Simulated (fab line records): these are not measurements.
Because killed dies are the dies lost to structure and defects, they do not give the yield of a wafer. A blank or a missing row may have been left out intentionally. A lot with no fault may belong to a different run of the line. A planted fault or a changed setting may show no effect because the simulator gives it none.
fab line records    flow sky130
record lots=5  wafers=15  last-day=50
route steps=708 shown VIA1@475 METAL2@483 PAD_OPEN@708
lots with no fault: from the same line, run without faults
start-h: the number of hours between the record's first day and the start of the first shown wafer of the lot    wait-h: hours from the lot's prior step to this one    " identical to the entry in the row above    L1.1+2: one row covering several wafers at once    - no value, or no start given    * or withheld: withheld    < > ~ a bound
route shown NAME@n: names a module that has steps shown in the file, with the first one's number in the route    usual: mean and standard deviation over wafers with no fault    same: alike in all rows    chamber/n: place in a boat    sites: readings site by site    _std_site: their standard deviation    _edge_site: outer sites' mean less inner sites'    radius-mm: how far each site lies from the wafer's centre    mask NAME#n: copy n    behind: the last tool/chamber to shape the wafer    hold: what put the lot on hold/how long, in hours/how the hold closed    device: the transistor (n, p or np) that didn't switch    end of line: the tests these same wafers got at the end of their route    step lacking rows: just its recipe    killed: at the first sort, the dies lost to defects and structure; wafer yield is something else    map: per-die view of a wafer (x killed, . not killed, _ where there is no die)
set.NAME: the setting as run; set.NAME@STEP: as run at that earlier step    model.NAME: the simulator's own value behind a step, which no gauge read
lots at some steps of the route; a table a step, a row a wafer
services: a tool's chamber out of use, with start hour (start-h, from the record's first day; less than 0 if before it), hours out, and reason
## steps
# step SKY_VIA1_STRIP_17
# recipe chemistry=post-etch-residue-remover  time-s=1200  temp-c=72.5
# step SKY_VIA1_CLEAN_18
# recipe chemistry=IPA  time-s=180  temp-c=25
# step SKY_VIA1_CLEAN_19
# recipe chemistry=O3/DIW  dry=n2-spin
# step SKY_VIA1_SPUTTER_20
# recipe material=TiN  target-thk-nm=20  chamber-pressure-pa=5  power-w=4000  time-s=80
# step SKY_VIA1_CVD_21
# recipe material=W  target-thk-nm=270  time-s=80.902  temp-c=400  pressure-torr=40
# step SKY_VIA1_RS_MEAS_22
# recipe thk-meas-gauge=four-point-probe  reads=W_of_VIA1_CVD_21+TiN_of_VIA1_SPUTTER_20
# usual VIA1_W_RS=0.429/0.007
lot.wafer  tool           chamber  start-h  wait-h  VIA1_W_RS[ohm/sq]
L763.3     film-metro-01  -        829.47   0.1     0.429
L763.4     "              -        "        "       0.419
L763.6     "              -        "        "       0.437
L765.3     film-metro-04  -        849.64   0.1     0.426
L765.4     "              -        "        "       0.435
L765.6     "              -        "        "       0.430
L774.2     film-metro-03  -        906.44   0.1     0.429
L774.3     "              -        "        "       0.432
L774.4     "              -        "        "       0.430
L777.3     film-metro-04  -        941.43   0.1     0.415
L777.5     "              -        "        "       0.431
L777.6     "              -        "        "       0.411
L781.3     film-metro-04  -        964.82   0.1     0.432
L781.5     "              -        "        "       0.431
L781.6     "              -        "        "       0.431
# step SKY_VIA1_THK_MEAS_23
# recipe thk-meas-gauge=xrf  reads=W_of_VIA1_CVD_21
# usual VIA1_W_THK=267/4.5
lot.wafer  tool           chamber  start-h  wait-h  VIA1_W_THK[nm]
L763.3     film-metro-01  -        829.57   0.1     269
L763.4     "              -        "        "       276
L763.6     "              -        "        "       263
L765.3     film-metro-04  -        849.74   0.1     272
L765.4     "              -        "        "       267
L765.6     "              -        "        "       268
L774.2     film-metro-03  -        906.55   0.1     262
L774.3     "              -        "        "       261
L774.4     "              -        "        "       263
L777.3     film-metro-04  -        941.53   0.1     271
L777.5     "              -        "        "       264
L777.6     "              -        "        "       274
L781.3     film-metro-04  -        964.92   0.1     266
L781.5     "              -        "        "       266
L781.6     "              -        "        "       265
# step SKY_VIA1_CMP_24
# recipe stop-on=SiO2  t-overpolish-s=15  down-force-psi=3.5  platen-rpm=60  target-thk-nm=0  pad-velocity-m-s=0.94248
# usual motor-current-A=10.5/1.1  overpolish-run-s=15.000/0.0097  time-to-endpoint-s=66/3.5
lot.wafer  tool    chamber  start-h  wait-h  motor-current-A  overpolish-run-s  time-to-endpoint-s
L763.4     cmp-01  0        829.61   0.0     11.5             14.989            72
L763.3     "       3        "        "       8.6              14.985            72
L763.6     "       1        "        "       9.6              14.991            69
L765.4     cmp-01  3        849.78   0.0     9.2              15.007            66
L765.3     "       0        "        "       11.6             14.999            66
L765.6     "       3        "        "       8.8              14.993            64
L774.2     cmp-01  2        906.69   0.1     9.8              14.992            67
L774.3     "       3        "        "       8.8              15.017            68
L774.4     "       0        "        "       11.1             15.007            71
L777.3     cmp-01  1        941.57   0.0     9.0              14.995            68
L777.6     "       1        "        "       9.6              14.996            71
L777.5     "       2        "        "       9.1              14.998            70
L781.3     cmp-02  0        965.51   0.6     10.5             15.010            64
L781.5     "       0        "        "       11.0             14.991            65
L781.6     "       1        "        "       10.6             15.002            66
# step SKY_METAL2_SPUTTER_00
# recipe material=Ti  target-thk-nm=15  power-w=3000  time-s=10  chamber-pressure-pa=0.4
# usual cathode-dc-power-W=3000.0/0.51  throttle-valve-pct=29.9/1.2
lot.wafer  tool            chamber  start-h  wait-h  cathode-dc-power-W  throttle-valve-pct
L763.3     pvd-sputter-02  -        829.91   0.1     3000.4              29.3
L763.4     "               -        "        "       2999.3              31.3
L763.6     "               -        "        "       3000.4              29.4
L765.3     pvd-sputter-03  -        850.08   0.2     3000.0              30.0
L765.4     "               -        "        "       2999.5              28.5
L765.6     "               -        "        "       3000.7              31.4
L774.2     pvd-sputter-03  -        906.99   0.2     2999.6              31.4
L774.3     "               -        "        "       3000.9              30.0
L774.4     "               -        "        "       3000.5              30.2
L777.3     pvd-sputter-02  -        941.87   0.2     3000.1              29.2
L777.5     "               -        "        "       3000.5              31.6
L777.6     "               -        "        "       3000.6              30.0
L781.3     pvd-sputter-04  -        965.81   0.2     2999.9              30.1
L781.5     "               -        "        "       3000.0              28.7
L781.6     "               -        "        "       2999.7              30.5
# step SKY_METAL2_SPUTTER_01
# recipe material=TiN  target-thk-nm=20  power-w=6500  time-s=16.7  chamber-pressure-pa=0.4
# step SKY_METAL2_SPUTTER_02
# recipe material=AlCu  target-thk-nm=250  power-w=10600  time-s=13.3  chamber-pressure-pa=0.4
# step SKY_METAL2_SPUTTER_03
# recipe material=Ti  target-thk-nm=5  power-w=3000  time-s=3.3  chamber-pressure-pa=0.4
# step SKY_METAL2_SPUTTER_04
# recipe material=TiN  target-thk-nm=70  power-w=6500  time-s=58.3  chamber-pressure-pa=0.4
# usual cathode-dc-power-W=6500.0/1.1  throttle-valve-pct=29.9/1.2
lot.wafer  tool            chamber  start-h  wait-h  cathode-dc-power-W  throttle-valve-pct  model.TiN_of_METAL2_SPUTTER_04.thk-nm
L763.3     pvd-sputter-02  -        830.00   0.0     6500.2              29.5                69.36
L763.4     "               -        "        "       6500.3              31.4                70.13
L763.6     "               -        "        "       6501.4              29.3                69.41
L765.3     pvd-sputter-03  -        850.17   0.0     6500.5              29.8                70.75
L765.4     "               -        "        "       6498.4              28.6                70.82
L765.6     "               -        "        "       6500.6              31.4                71.4
L774.2     pvd-sputter-03  -        907.08   0.0     6499.9              31.6                69.37
L774.3     "               -        "        "       7204.6              30.3                77.28
L774.4     "               -        "        "       6500.9              29.8                69.55
L777.3     pvd-sputter-02  -        941.96   0.0     6500.0              29.4                69.88
L777.5     "               -        "        "       6499.0              31.5                69.8
L777.6     "               -        "        "       6501.0              30.2                69.55
L781.3     pvd-sputter-04  -        965.90   0.0     6500.7              30.5                69.7
L781.5     "               -        "        "       6500.7              28.9                70.06
L781.6     "               -        "        "       6498.6              30.5                70.54
# step SKY_METAL2_RS_MEAS_05
# recipe thk-meas-gauge=four-point-probe  reads=TiN_of_METAL2_SPUTTER_04+Ti_of_METAL2_SPUTTER_03+AlCu_of_METAL2_SPUTTER_02+TiN_of_METAL2_SPUTTER_01+Ti_of_METAL2_SPUTTER_00
# usual METAL2_ALCU_RS=0.1268/0.0016
lot.wafer  tool           chamber  start-h  wait-h  METAL2_ALCU_RS[ohm/sq]
L763.3     film-metro-03  -        830.09   0.1     0.1281
L763.4     "              -        "        "       0.1268
L763.6     "              -        "        "       0.1284
L765.3     film-metro-02  -        850.26   0.1     0.1316
L765.4     "              -        "        "       0.1302
L765.6     "              -        "        "       0.1297
L774.2     film-metro-04  -        907.15   0.0     0.1247
L774.3     "              -        "        "       0.1264
L774.4     "              -        "        "       0.1272
L777.3     film-metro-04  -        942.05   0.1     0.1250
L777.5     "              -        "        "       0.1252
L777.6     "              -        "        "       0.1243
L781.3     film-metro-02  -        965.99   0.1     0.1283
L781.5     "              -        "        "       0.1256
L781.6     "              -        "        "       0.1270
# step SKY_METAL2_THK_MEAS_06
# recipe thk-meas-gauge=xrf  reads=AlCu_of_METAL2_SPUTTER_02
# usual METAL2_ALCU_THK=246/3.4
lot.wafer  tool           chamber  start-h  wait-h  METAL2_ALCU_THK[nm]
L763.3     film-metro-03  -        830.19   0.1     246
L763.4     "              -        "        "       246
L763.6     "              -        "        "       245
L765.3     film-metro-02  -        850.36   0.1     238
L765.4     "              -        "        "       237
L765.6     "              -        "        "       240
L774.2     film-metro-04  -        907.26   0.1     252
L774.3     "              -        "        "       243
L774.4     "              -        "        "       246
L777.3     film-metro-04  -        942.15   0.1     250
L777.5     "              -        "        "       250
L777.6     "              -        "        "       252
L781.3     film-metro-02  -        966.09   0.1     244
L781.5     "              -        "        "       250
L781.6     "              -        "        "       247
# step SKY_METAL2_DEHYDRATE_07
# recipe temp-c=200  time-s=60
# step SKY_METAL2_HMDS_08
# recipe prime-time-s=60  prime-temp-c=120
# step SKY_METAL2_COAT_09
# recipe resist=BARC  temp-c=withheld  time-s=withheld  spin-rpm=3000  resist-thk-nm=60
# step SKY_METAL2_COAT_10
# recipe resist=KrF-thick  spin-rpm=3000  resist-thk-nm=450
# step SKY_METAL2_SOFTBAKE_11
# recipe temp-c=100.4  time-s=90  resist=KrF-thick
# step SKY_METAL2_EXPOSE_12
# recipe mask-id=MM2  na=0.8  source-shape=annular  sigma-inner=0.55  sigma-outer=0.85  target-cd-nm=140  dose-mj=28
# step SKY_METAL2_PEB_13
# recipe peb-temp-c=withheld  peb-time-s=withheld  resist=KrF-thick
# step SKY_METAL2_DEVELOP_14
# recipe develop-time-s=60  resist=KrF-thick  dev-temp-c=21
# step SKY_METAL2_CD_MEAS_15
# recipe target-cd-nm=140
# usual cd-nm=140.6/1.7
lot.wafer  tool       chamber  start-h  wait-h  cd-nm
L763.3     cd-sem-02  -        856.97   -       139.7
L763.4     "          -        "        "       141.2
L763.6     "          -        "        "       140.9
L765.3     cd-sem-02  -        876.83   -       141.3
L765.4     "          -        "        "       140.6
L765.6     "          -        "        "       138.9
L774.2     cd-sem-02  -        932.42   -       140.5
L774.3     "          -        "        "       141.1
L774.4     "          -        "        "       141.0
L777.3     cd-sem-02  -        966.79   -       138.3
L777.5     "          -        "        "       139.9
L777.6     "          -        "        "       138.5
L781.3     cd-sem-02  -        989.83   -       139.7
L781.5     "          -        "        "       140.2
L781.6     "          -        "        "       140.5
# step SKY_METAL2_OVL_MEAS_16
# usual METAL2_OVL=4/6.1
lot.wafer  tool        chamber  start-h  wait-h  METAL2_OVL[nm]
L763.3     overlay-02  -        857.06   0.1     -2
L763.4     "           -        "        "       8
L763.6     "           -        "        "       6
L765.3     overlay-02  -        876.92   0.1     7
L765.4     "           -        "        "       -2
L765.6     "           -        "        "       -6
L774.2     overlay-02  -        932.53   0.1     12
L774.3     "           -        "        "       0
L774.4     "           -        "        "       14
L777.3     overlay-02  -        966.89   0.1     7
L777.5     "           -        "        "       10
L777.6     "           -        "        "       8
L781.3     overlay-01  -        989.93   0.1     3
L781.5     "           -        "        "       -1
L781.6     "           -        "        "       -2
# step SKY_METAL2_DESCUM_17
# recipe chemistry=O2  source-power-w=150  bias-power-w=0  pressure-mtorr=10  temp-c=40  time-s=8
# usual drypump-motor-current-A=5.5/0.42  he-backside-leak-sccm=3.3/0.31  oes-product-au=1.000/0.0087
lot.wafer  tool          chamber  start-h  wait-h  drypump-motor-current-A  he-backside-leak-sccm  oes-product-au  rf-hours-counter-h
L763.3     rie-metal-03  1        857.10   0.0     5.8                      3.3                    1.005           -
L763.4     "             0        "        "       4.9                      3.8                    1.023           -
L763.6     "             0        "        "       4.9                      3.8                    1.011           -
L765.3     rie-metal-02  0        876.96   0.0     5.0                      3.1                    1.003           -
L765.4     "             1        "        "       5.8                      3.4                    1.010           -
L765.6     "             0        "        "       5.0                      3.2                    1.005           -
L774.2     rie-metal-03  0        932.56   0.0     4.9                      3.5                    0.996           5
L774.3     "             0        "        "       4.9                      3.3                    0.994           -
L774.4     "             1        "        "       5.8                      3.7                    0.997           -
L777.3     rie-metal-02  0        966.92   0.0     5.0                      3.2                    0.996           -
L777.5     "             0        "        "       5.0                      3.1                    0.998           -
L777.6     "             1        "        "       5.8                      3.4                    0.983           -
L781.3     rie-metal-01  1        989.96   0.0     5.9                      3.3                    0.995           -
L781.5     "             1        "        "       5.9                      3.2                    1.001           -
L781.6     "             0        "        "       5.1                      3.0                    1.008           -
# step SKY_METAL2_ETCH_18
# recipe chemistry=N2/H2  target=BARC  ion-energy-ev=200  bias-w=100  pressure-mtorr=30  n2-flow-sccm=100  h2-flow-sccm=200  icp-w=500  stop-on=SiO2  time-s=45.9  target-depth-a=600
# usual bias-w=100.0/0.33  drypump-motor-current-A=5.5/0.43  he-backside-leak-sccm=3.3/0.33  oes-product-au=0.856/0.0048  throttle-valve-pct=13.225/0.0094
lot.wafer  tool          chamber  start-h  wait-h  bias-w  drypump-motor-current-A  he-backside-leak-sccm  oes-product-au  rf-hours-counter-h  throttle-valve-pct
L763.3     rie-metal-03  1        857.14   0.0     100.6   5.9                      6.5                    0.850           -                   13.225
L763.4     "             0        "        "       100.1   4.9                      3.7                    0.850           -                   13.214
L763.6     "             0        "        "       100.0   4.9                      3.6                    0.848           -                   13.228
L765.3     rie-metal-02  0        877.00   0.0     99.2    5.0                      3.1                    0.855           -                   13.247
L765.4     "             1        "        "       100.4   5.8                      3.1                    0.860           -                   13.230
L765.6     "             0        "        "       99.9    5.0                      3.1                    0.860           -                   13.220
L774.2     rie-metal-03  0        932.59   0.0     99.6    4.9                      3.4                    0.858           5                   13.221
L774.3     "             0        "        "       100.1   4.9                      3.4                    0.850           -                   13.216
L774.4     "             1        "        "       100.1   5.9                      3.3                    0.861           -                   13.228
L777.3     rie-metal-02  0        966.96   0.0     100.1   5.0                      3.3                    0.856           -                   13.222
L777.5     "             0        "        "       100.0   5.0                      3.2                    0.859           -                   13.221
L777.6     "             1        "        "       99.9    5.8                      3.0                    0.856           -                   13.226
L781.3     rie-metal-01  1        990.00   0.0     99.7    5.9                      3.1                    0.863           -                   13.227
L781.5     "             1        "        "       99.5    5.9                      3.2                    0.865           -                   13.218
L781.6     "             0        "        "       100.0   5.1                      3.0                    0.854           -                   13.227
# step SKY_METAL2_METAL_ETCH_19
# recipe target-depth-a=3600  stop-on=SiO2  over-etch-frac=0.3  time-s=78  chemistry=Cl2/BCl3  resist-sidewall-deg=88  pressure-mtorr=10  icp-w=900  bias-w=48.5  Cl2_flow_sccm=60  bcl3-flow-sccm=30
# usual bias-w=48.48/0.14  drypump-motor-current-A=5.4/0.42  he-backside-leak-sccm=3.3/0.37  oes-product-au=0.854/0.006  throttle-valve-pct=22.263/0.0092
lot.wafer  tool          chamber  start-h  wait-h  bias-w  drypump-motor-current-A  he-backside-leak-sccm  oes-product-au  rf-hours-counter-h  throttle-valve-pct
L763.3     rie-metal-03  1        857.21   0.1     48.70   5.8                      3.3                    0.854           -                   22.257
L763.4     "             0        "        "       48.16   4.9                      3.4                    0.846           -                   22.271
L763.6     "             0        "        "       48.34   4.9                      3.5                    0.857           -                   22.250
L765.3     rie-metal-02  0        877.07   0.1     48.44   5.0                      3.1                    0.845           -                   22.275
L765.4     "             1        "        "       48.56   5.8                      3.2                    0.835           -                   22.271
L765.6     "             0        "        "       48.43   5.0                      3.2                    0.847           -                   22.262
L774.2     rie-metal-03  0        932.65   0.0     48.40   4.9                      3.8                    0.848           6                   22.259
L774.3     "             0        "        "       48.38   4.9                      3.9                    0.859           -                   22.260
L774.4     "             1        "        "       48.37   5.8                      3.1                    0.854           -                   22.258
L777.3     rie-metal-02  0        967.03   0.1     48.61   5.0                      3.0                    0.857           -                   22.250
L777.5     "             0        "        "       48.62   5.0                      2.7                    0.859           -                   22.266
L777.6     "             1        "        "       48.27   5.8                      3.2                    0.857           -                   22.266
L781.3     rie-metal-01  1        990.07   0.1     48.50   5.9                      3.2                    0.850           -                   22.271
L781.5     "             1        "        "       48.20   5.9                      3.2                    0.861           -                   22.249
L781.6     "             0        "        "       48.49   5.1                      3.0                    0.847           -                   22.258
# step SKY_METAL2_STRIP_20
# recipe chemistry=O2/N2  power-w=1400  pressure-mtorr=1500  platen-temp-c=withheld  o2-flow-sccm=3000  n2-flow-sccm=300  overash-fraction=0.5
# step SKY_METAL2_STRIP_21
# recipe chemistry=post-etch-residue-remover  time-s=1200  temp-c=72.5
lot.wafer  tool          chamber  start-h  wait-h  model.TiN_of_METAL2_SPUTTER_04.thk-nm
L763.3     wet-bench-02  1        857.37   0.0     68.94
L763.4     "             1        "        "       69.71
L763.6     "             1        "        "       68.99
L765.3     wet-bench-02  1        877.23   0.0     70.34
L765.4     "             1        "        "       70.4
L765.6     "             1        "        "       70.98
L774.2     wet-bench-02  2        932.84   0.1     68.95
L774.3     "             2        "        "       76.86
L774.4     "             2        "        "       69.13
L777.3     wet-bench-04  3        967.19   0.0     69.46
L777.5     "             3        "        "       69.38
L777.6     "             3        "        "       69.13
L781.3     wet-bench-02  1        990.23   0.0     69.29
L781.5     "             1        "        "       69.65
L781.6     "             1        "        "       70.13
# step SKY_METAL2_CLEAN_22
# recipe chemistry=IPA  time-s=180  temp-c=25
# step SKY_PAD_OPEN_PROBE_99
# usual defect-limited-yield=82.5/1.6  killed_at_M0_to_M3=43/6.6  killed_at_M4_up=3.4/1.8  killed-at-contacts=24/5.7  killed-at-front-end=15/4.2  killed-at-other=0.3/0.58  killed-dies=86/8  killed-open=46/7.2  killed-short=39/5.8  sort_bin_3_pad_short=0.9/0.41  sort_bin_5_function=10.3/1.2  sort_bin_6_memory=6.3/1.1  sort-n-pass=406/8  sort-yield-pct=82.5/1.6
# same gross-dies=492  killed-at-back-side=0  sort_bin_4_leakage[%]=0  sort_bin_8_speed[%]=0
lot.wafer  tool       chamber  start-h  wait-h  defect-limited-yield[%]  killed_at_M0_to_M3  killed_at_M4_up  killed-at-contacts  killed-at-front-end  killed-at-other  killed-dies  killed-open  killed-short  sort_bin_3_pad_short[%]  sort_bin_5_function[%]  sort_bin_6_memory[%]  sort-n-pass  sort-yield-pct[%]
L765.3     prober-01  -        1121.81  0.2     83.9                     40                  2                20                  17                   0                79           40           39            0.8                      10.2                    5.1                   413          83.9
L765.4     prober-01  -        1121.86  0.2     80.1                     49                  1                34                  14                   0                98           43           55            2.0                      12.0                    5.9                   394          80.1
L765.6     prober-01  -        1121.96  0.2     81.3                     40                  5                27                  20                   0                92           50           42            0.8                      10.4                    7.5                   400          81.3
L774.2     prober-02  -        1164.48  0.1     83.3                     42                  4                23                  12                   1                82           53           29            1.4                      9.3                     5.9                   410          83.3
L774.3     prober-02  -        1164.53  0.2     81.1                     38                  4                33                  18                   0                93           54           39            0.8                      11.8                    6.3                   399          81.1
L774.4     prober-02  -        1164.58  0.2     81.9                     42                  6                28                  13                   0                89           54           35            0.2                      8.7                     9.1                   403          81.9
# killed by level:class
L765.3 VIA1:geometric-particle:open=9 VIA3:geometric-particle:open=7 CONTACT:geometric-particle:short=6 CONTACT:geometric-particle:open=6 LOCAL_INTERCONNECT:geometric-particle:short=5 VIA2:geometric-particle:open=5 FIELD_ISO:geometric-particle:open=4 METAL1:geometric-particle:short=4
L765.4 CONTACT:geometric-particle:short=10 VIA1:geometric-particle:short=9 CONTACT:geometric-particle:open=7 VIA1:geometric-particle:open=7 METAL2:geometric-particle:short=7 VIA3:geometric-particle:short=6 LI_CONTACT:geometric-particle:open=6 VIA2:geometric-particle:short=5
L765.6 CONTACT:geometric-particle:open=12 VIA1:geometric-particle:open=10 VIA3:geometric-particle:open=8 FIELD_ISO:geometric-particle:short=5 POLY_GATE:geometric-particle:short=5 VIA1:geometric-particle:short=5 LI_CONTACT:geometric-particle:short=4 LOCAL_INTERCONNECT:geometric-particle:short=4
L774.2 CONTACT:geometric-particle:open=17 VIA1:geometric-particle:open=12 VIA1:geometric-particle:short=7 VIA2:geometric-particle:open=5 VIA3:geometric-particle:open=5 POLY_GATE:geometric-particle:short=4 FIELD_ISO:geometric-particle:short=3 POLY_GATE:geometric-particle:open=3
L774.3 CONTACT:geometric-particle:open=14 LOCAL_INTERCONNECT:geometric-particle:short=11 VIA2:geometric-particle:open=10 VIA1:geometric-particle:open=9 FIELD_ISO:geometric-particle:short=6 FIELD_ISO:geometric-particle:open=5 VIA3:geometric-particle:open=5 LI_CONTACT:geometric-particle:open=4
L774.4 VIA1:geometric-particle:open=16 CONTACT:geometric-particle:open=9 VIA2:geometric-particle:open=8 LI_CONTACT:geometric-particle:open=7 CONTACT:geometric-particle:short=6 METAL4:geometric-particle:short=5 FIELD_ISO:geometric-particle:short=4 FIELD_ISO:geometric-particle:open=4
## services
tool            chamber  start-h  hours  kind
cmp-01          -        813.30   3.9    pm
rie-metal-03    -        813.42   2.8    pm
rie-metal-03    -        816.56   0.7    repair
cmp-01          -        817.84   1.2    repair
cmp-02          -        829.48   1.1    repair
rie-metal-02    1        858.24   -      clean
rie-metal-02    1        858.24   14.6   scheduled-down
rie-metal-02    1        858.24   14.6   vent-cycle
cmp-01          -        888.20   1.5    repair
rie-metal-02    0        890.15   -      clean
rie-metal-02    0        890.15   17.9   scheduled-down
rie-metal-02    0        890.15   17.9   vent-cycle
cmp-01          -        912.00   4.0    pm
cmp-01          -        916.00   -      consumable-replace:conditioner
cmp-01          -        925.65   1.7    repair
pvd-sputter-04  -        927.69   6.7    repair
cmp-02          -        942.63   1.1    repair
pvd-sputter-04  -        950.27   2.5    repair
cmp-02          -        951.66   0.9    repair
pvd-sputter-04  -        960.25   0.5    repair
cmp-01          -        961.96   13.2   repair
cmp-02          -        967.70   1.1    repair
cmp-01          -        972.55   0.5    repair
cmp-02          -        973.28   2.8    repair
## key
first-sign step=SKY_METAL2_SPUTTER_04  reading=cathode-dc-power-W  direction=up  sigmas=99+  usual=6500.0  struck=7204.6
effect none on later readings
model-effect step=SKY_METAL2_SPUTTER_04  value=TiN_of_METAL2_SPUTTER_04.thk-nm  without=69.69  struck=77.28
model-effect step=SKY_METAL2_STRIP_21  value=TiN_of_METAL2_SPUTTER_04.thk-nm  without=69.27  struck=76.86
met-at SKY_METAL2_SPUTTER_04
struck-wafers L774.3
fault kind=process-parameter-drift  tool=pvd-sputter-03  chamber=-  onset-h=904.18  steps=SKY_METAL2_SPUTTER_04  channel=power-w  offset=*  shape=step  end-h=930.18  acts-in=*  stated=*  scope=struck-wafers-only
